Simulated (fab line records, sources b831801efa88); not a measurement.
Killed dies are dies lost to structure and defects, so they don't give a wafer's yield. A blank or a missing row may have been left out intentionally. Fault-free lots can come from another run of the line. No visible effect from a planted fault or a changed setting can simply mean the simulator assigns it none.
Chamber matching :: flow sky130 :: 4 sister chambers for SKY_LI_CONTACT_ETCH_14 on rie_diel-01
The step etches BARC in N2/H2, stops on SiO2, time 45.9 s, target depth 60 nm. 24 wafers are shown with their chamber, then 12 later ones without.

WAFERS, EACH WITH ITS CHAMBER
wafer: L074.1
chamber: 0
drypump_motor_current_A (A): 6.2
throttle_valve_pct (%): 13.224
oes_product_au (a.u.): 0.866

wafer: L074.4
chamber: 1
drypump_motor_current_A (A): 6.1
throttle_valve_pct (%): 13.223
oes_product_au (a.u.): 0.857

wafer: L074.6
chamber: 0
drypump_motor_current_A (A): 6.2
throttle_valve_pct (%): 13.204
oes_product_au (a.u.): 0.862

wafer: L075.2
chamber: 3
drypump_motor_current_A (A): 6.0
throttle_valve_pct (%): 13.232
oes_product_au (a.u.): 0.863

wafer: L075.3
chamber: 2
drypump_motor_current_A (A): 5.3
throttle_valve_pct (%): 13.234
oes_product_au (a.u.): 0.848

wafer: L075.6
chamber: 0
drypump_motor_current_A (A): 6.2
throttle_valve_pct (%): 13.215
oes_product_au (a.u.): 0.857

wafer: L076.1
chamber: 3
drypump_motor_current_A (A): 6.0
throttle_valve_pct (%): 13.239
oes_product_au (a.u.): 0.856

wafer: L076.2
chamber: 1
drypump_motor_current_A (A): 6.2
throttle_valve_pct (%): 13.227
oes_product_au (a.u.): 0.849

wafer: L076.3
chamber: 2
drypump_motor_current_A (A): 5.3
throttle_valve_pct (%): 13.237
oes_product_au (a.u.): 0.864

wafer: L076.4
chamber: 0
drypump_motor_current_A (A): 6.2
throttle_valve_pct (%): 13.224
oes_product_au (a.u.): 0.861

wafer: L076.5
chamber: 0
drypump_motor_current_A (A): 6.2
throttle_valve_pct (%): 13.218
oes_product_au (a.u.): 0.848

wafer: L076.6
chamber: 1
drypump_motor_current_A (A): 6.1
throttle_valve_pct (%): 13.234
oes_product_au (a.u.): 0.848

wafer: L079.1
chamber: 2
drypump_motor_current_A (A): 5.3
throttle_valve_pct (%): 13.222
oes_product_au (a.u.): 0.856

wafer: L079.2
chamber: 1
drypump_motor_current_A (A): 6.2
throttle_valve_pct (%): 13.225
oes_product_au (a.u.): 0.861

wafer: L079.3
chamber: 3
drypump_motor_current_A (A): 6.0
throttle_valve_pct (%): 13.241
oes_product_au (a.u.): 0.855

wafer: L079.4
chamber: 0
drypump_motor_current_A (A): 6.2
throttle_valve_pct (%): 13.223
oes_product_au (a.u.): 0.852

wafer: L079.5
chamber: 2
drypump_motor_current_A (A): 5.3
throttle_valve_pct (%): 13.217
oes_product_au (a.u.): 0.856

wafer: L079.6
chamber: 3
drypump_motor_current_A (A): 6.0
throttle_valve_pct (%): 13.237
oes_product_au (a.u.): 0.850

wafer: L078.1
chamber: 3
drypump_motor_current_A (A): 6.0
throttle_valve_pct (%): 13.220
oes_product_au (a.u.): 0.859

wafer: L078.4
chamber: 0
drypump_motor_current_A (A): 6.2
throttle_valve_pct (%): 13.219
oes_product_au (a.u.): 0.858

wafer: L078.6
chamber: 0
drypump_motor_current_A (A): 6.2
throttle_valve_pct (%): 13.214
oes_product_au (a.u.): 0.857

wafer: L080.1
chamber: 1
drypump_motor_current_A (A): 6.1
throttle_valve_pct (%): 13.207
oes_product_au (a.u.): 0.864

wafer: L080.2
chamber: 3
drypump_motor_current_A (A): 6.0
throttle_valve_pct (%): 13.227
oes_product_au (a.u.): 0.854

wafer: L080.3
chamber: 0
drypump_motor_current_A (A): 6.2
throttle_valve_pct (%): 13.219
oes_product_au (a.u.): 0.862

SIGNATURES (means of the wafers above)
reading: drypump_motor_current_A
chamber 0: 6.200
chamber 1: 6.140
chamber 2: 5.300
chamber 3: 6.000
scatter within a chamber: 0.0245

reading: throttle_valve_pct
chamber 0: 13.21778
chamber 1: 13.22320
chamber 2: 13.22750
chamber 3: 13.23267
scatter within a chamber: 0.0081

reading: oes_product_au
chamber 0: 0.85811
chamber 1: 0.85580
chamber 2: 0.85600
chamber 3: 0.85617
scatter within a chamber: 0.0058
Rule: for each reading, subtract the chamber's mean from the wafer's reading, divide by that reading's scatter and square the result; add these up over the readings and take the root, which gives the wafer's distance from the chamber. If the next closest chamber is less than 2 further off than the closest, the wafer can't be placed; otherwise it belongs to the closest. The scatter is the square root of a quotient: the sum, over the shown wafers, of each reading's squared deviation from its chamber's mean, divided by wafers minus chambers.

WAFERS WITHOUT THEIR CHAMBER
wafer: L080.4
drypump_motor_current_A (A): 5.3
throttle_valve_pct (%): 13.220
oes_product_au (a.u.): 0.859

wafer: L080.5
drypump_motor_current_A (A): 5.3
throttle_valve_pct (%): 13.206
oes_product_au (a.u.): 0.855

wafer: L080.6
drypump_motor_current_A (A): 6.0
throttle_valve_pct (%): 13.209
oes_product_au (a.u.): 0.856

wafer: L083.2
drypump_motor_current_A (A): 6.2
throttle_valve_pct (%): 13.222
oes_product_au (a.u.): 0.856

wafer: L083.5
drypump_motor_current_A (A): 6.2
throttle_valve_pct (%): 13.217
oes_product_au (a.u.): 0.857

wafer: L083.6
drypump_motor_current_A (A): 6.0
throttle_valve_pct (%): 13.209
oes_product_au (a.u.): 0.855

wafer: L090.2
drypump_motor_current_A (A): 6.2
throttle_valve_pct (%): 13.206
oes_product_au (a.u.): 0.852

wafer: L090.3
drypump_motor_current_A (A): 6.0
throttle_valve_pct (%): 13.234
oes_product_au (a.u.): 0.847

wafer: L090.5
drypump_motor_current_A (A): 6.2
throttle_valve_pct (%): 13.219
oes_product_au (a.u.): 0.860

wafer: L094.2
drypump_motor_current_A (A): 6.0
throttle_valve_pct (%): 13.226
oes_product_au (a.u.): 0.854

wafer: L094.3
drypump_motor_current_A (A): 5.3
throttle_valve_pct (%): 13.238
oes_product_au (a.u.): 0.841

wafer: L094.5
drypump_motor_current_A (A): 6.1
throttle_valve_pct (%): 13.225
oes_product_au (a.u.): 0.862

WHICH CHAMBER EACH WENT THROUGH
wafer: L080.4
from the rows above: 2
in truth: 2

wafer: L080.5
from the rows above: 2
in truth: 2

wafer: L080.6
from the rows above: 3
in truth: 3

wafer: L083.2
from the rows above: can't be placed: 0 or 1
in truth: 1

wafer: L083.5
from the rows above: 0
in truth: 0

wafer: L083.6
from the rows above: 3
in truth: 3

wafer: L090.2
from the rows above: can't be placed: 0 or 1
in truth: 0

wafer: L090.3
from the rows above: 3
in truth: 3

wafer: L090.5
from the rows above: 0
in truth: 0

wafer: L094.2
from the rows above: 3
in truth: 3

wafer: L094.3
from the rows above: 2
in truth: 2

wafer: L094.5
from the rows above: 1
in truth: 1
Correct placement for 10 of the 12. Not placeable from these rows: 2 (in 2, the candidates include the true chamber). Placed wrongly: 0.
